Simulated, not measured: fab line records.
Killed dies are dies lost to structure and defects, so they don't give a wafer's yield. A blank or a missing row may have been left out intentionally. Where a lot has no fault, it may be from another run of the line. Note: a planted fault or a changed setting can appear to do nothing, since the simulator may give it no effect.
A struck lot beside a sound one	flow gf180mcu	18 steps out of a route of 602
Sound: wafers L228.1, L228.3, L228.6. The struck wafers were L234.1, L234.3, L234.4. The cause comes at the end.
Order at every step that has rows: each side's tool, ch and its chambers, its first start. Under that, the readings that differ: sound wafers	struck wafers	difference of the means	sigmas: that difference in standard deviations of wafers without a fault.
alike: a reading whose means differ by less than 2 such deviations, as well as words and numbers matching on both sides. not compared: withheld readings; readings where some wafer has no value; bounds like >300 that might hide an equal value; numbers whose values overlap and for which the record gives no deviation.
A row with sigmas, a row that says differs or no value, or rows on one side alone: a step with any of these is where the two part. When numbers do not overlap yet have no deviation, they are printed without sigmas and do not part them. A reading missing from all wafers of one side parts the sides only when that side holds two or more wafers.

first, 1 step without rows for these wafers: GF_V5_CMP_26 (polishes, stops on SiO2, t overpolish 15 s, target thk 0 nm).
GF_TOP_METAL_SPUTTER_00: material Ti, target thk 37.5 nm, time 150 s.
  sound on pvdSputter-04 at day 28 07:19; struck on pvdSputter-04 at day 30 03:25
  alike: throttleValvePct
GF_TOP_METAL_SPUTTER_01: material TiN, target thk 30 nm, time 25 s.
  sound on pvdSputter-04 at day 28 07:25; struck on pvdSputter-04 at day 30 03:31
  alike: throttleValvePct
GF_TOP_METAL_SPUTTER_02: material AlCu, target thk 900 nm, time 47.82 s.
  sound on pvdSputter-04 at day 28 07:26; struck on pvdSputter-04 at day 30 03:32
  alike: throttleValvePct
GF_TOP_METAL_SPUTTER_03: material Ti, target thk 5 nm, time 3.3 s.
  sound on pvdSputter-04 at day 28 07:29; struck on pvdSputter-04 at day 30 03:35
  alike: throttleValvePct
GF_TOP_METAL_SPUTTER_04: material TiN, target thk 25 nm, time 20.8 s.
  sound on pvdSputter-04 at day 28 07:30; struck on pvdSputter-04 at day 30 03:36
  alike: throttleValvePct
GF_TOP_METAL_RS_MEAS_05: measurement is done with a four-point probe.
  sound on filmMetro-03 at day 28 07:32; struck on filmMetro-01 at day 30 03:38
  alike: TOP_METAL_ALCU_RS
GF_TOP_METAL_THK_MEAS_06: measures by xrf.
  sound on filmMetro-03 at day 28 07:39; struck on filmMetro-01 at day 30 03:45
  alike: TOP_METAL_ALCU_THK
then, 4 steps without rows for these wafers: GF_TOP_METAL_DEHYDRATE_07 (time 60 s); GF_TOP_METAL_HMDS_08 (prime time 60 s); GF_TOP_METAL_COAT_09 (resist thk 1500 nm); GF_TOP_METAL_SOFTBAKE_10 (time 60 s).
GF_TOP_METAL_EXPOSE_11: exposes mask MetalTop, target cd 440 nm.
  sound on ilineStepper-02 ch 0, day 28 17:05; struck on ilineStepper-01 ch 0, day 30 13:05
reading	sound	struck	difference	sigmas
exposureDoseMJCm2	169.79 169.78 169.87	164.26 164.11 164.08	-5.66	-30
  alike: mask
then, 2 steps without rows for these wafers: GF_TOP_METAL_PEB_12; GF_TOP_METAL_DEVELOP_13 (develop time 60 s).
GF_TOP_METAL_CD_MEAS_14: the cd target is 440 nm.
  sound on cdSem-01 at day 29 02:26; struck on cdSem-01 at day 30 22:13
reading	sound	struck	difference	sigmas
cdNm (nm)	441.1 440.7 440.9	449.8 448.1 448.7	+8.0	+4
GF_TOP_METAL_OVL_MEAS_15:
  sound on overlay-01 at day 29 02:33; struck on overlay-01 at day 30 22:20
  alike: TOP_METAL_OVL
GF_PASSIVATION_PROBE_99:
  the record has rows for the struck wafers here (prober-02, day 31 19:57) and none for the sound ones

WHERE THEY PART
Last at GF_PASSIVATION_PROBE_99 as far as this record goes, first at GF_TOP_METAL_EXPOSE_11.

WHY: what had been put in by the simulator
Drift in process parameters on ilineStepper-01 at GF_TOP_METAL_EXPOSE_11, starting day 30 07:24. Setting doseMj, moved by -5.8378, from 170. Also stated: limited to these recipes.
